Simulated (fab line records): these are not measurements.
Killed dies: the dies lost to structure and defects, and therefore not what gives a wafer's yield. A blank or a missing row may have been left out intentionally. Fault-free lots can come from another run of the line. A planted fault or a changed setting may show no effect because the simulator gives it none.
Chamber matching -- flow gf180mcu -- GF_V1_CMP_26 on cmp-01: 4 sister chambers
The step polishes, stops on SiO2, t overpolish 15 s, target thk 0 nm. 14 wafers are shown with their chamber, then 7 later ones without.

## EACH WAFER AND ITS CHAMBER
wafer,chamber,motor_current_A (A),time_to_endpoint_s (s),edge_zone_pressure_frac
L535.2,1,10.3,81.3,1.004
L535.3,3,12.6,86.3,1.004
L535.4,0,12.1,81.2,1.003
L539.2,1,10.0,82.8,0.999
L539.4,3,12.1,86.2,1.005
L539.5,0,12.4,78.9,1.001
L540.3,3,12.5,87.7,1.001
L540.4,1,9.8,82.8,0.998
L540.5,0,11.6,82.2,1.005
L545.1,1,10.1,82.3,1.000
L545.4,2,10.9,84.5,0.996
L545.5,2,10.1,84.5,0.994
L544.1,1,9.9,84.1,0.995
L544.3,2,10.7,80.8,0.999

SIGNATURES, as means of the wafers listed above
reading,chamber 0,chamber 1,chamber 2,chamber 3,scatter within a chamber
motor_current_A,12.033,10.020,10.567,12.400,0.31
time_to_endpoint_s,80.767,82.660,83.267,86.733,1.43
edge_zone_pressure_frac,1.00300,0.99920,0.99633,1.00333,0.00269
Rule: distance of a wafer from a chamber = root of the sum over the readings of ((wafer's reading minus chamber's mean) / reading's scatter) squared. The wafer belongs to the nearest chamber; if the next one is less than 2 further off, it can't be placed. The scatter: the root of (the sum of the squares of (reading less its chamber's mean) over the shown wafers, divided by (wafers less chambers)).

## WAFERS WITHOUT THEIR CHAMBER
wafer,motor_current_A (A),time_to_endpoint_s (s),edge_zone_pressure_frac
L544.5,10.4,82.7,0.998
L546.3,12.5,90.9,1.006
L546.4,12.8,83.5,0.995
L546.6,12.6,89.8,0.997
L553.2,11.2,83.0,1.000
L553.3,10.0,85.4,0.998
L553.5,12.5,85.7,1.004

## WHICH CHAMBER EACH ONE RAN IN
wafer,from the rows above,in truth
L544.5,can't be placed: 2 or 1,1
L546.3,3,3
L546.4,can't be placed: 3 or 0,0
L546.6,3,3
L553.2,can't be placed: 2 or 0 or 1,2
L553.3,can't be placed: 1 or 2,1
L553.5,3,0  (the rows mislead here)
Placed correctly: 2 of 7. These rows do not allow placing 4 (true chamber among the candidates in 4). Number placed wrongly: 1.
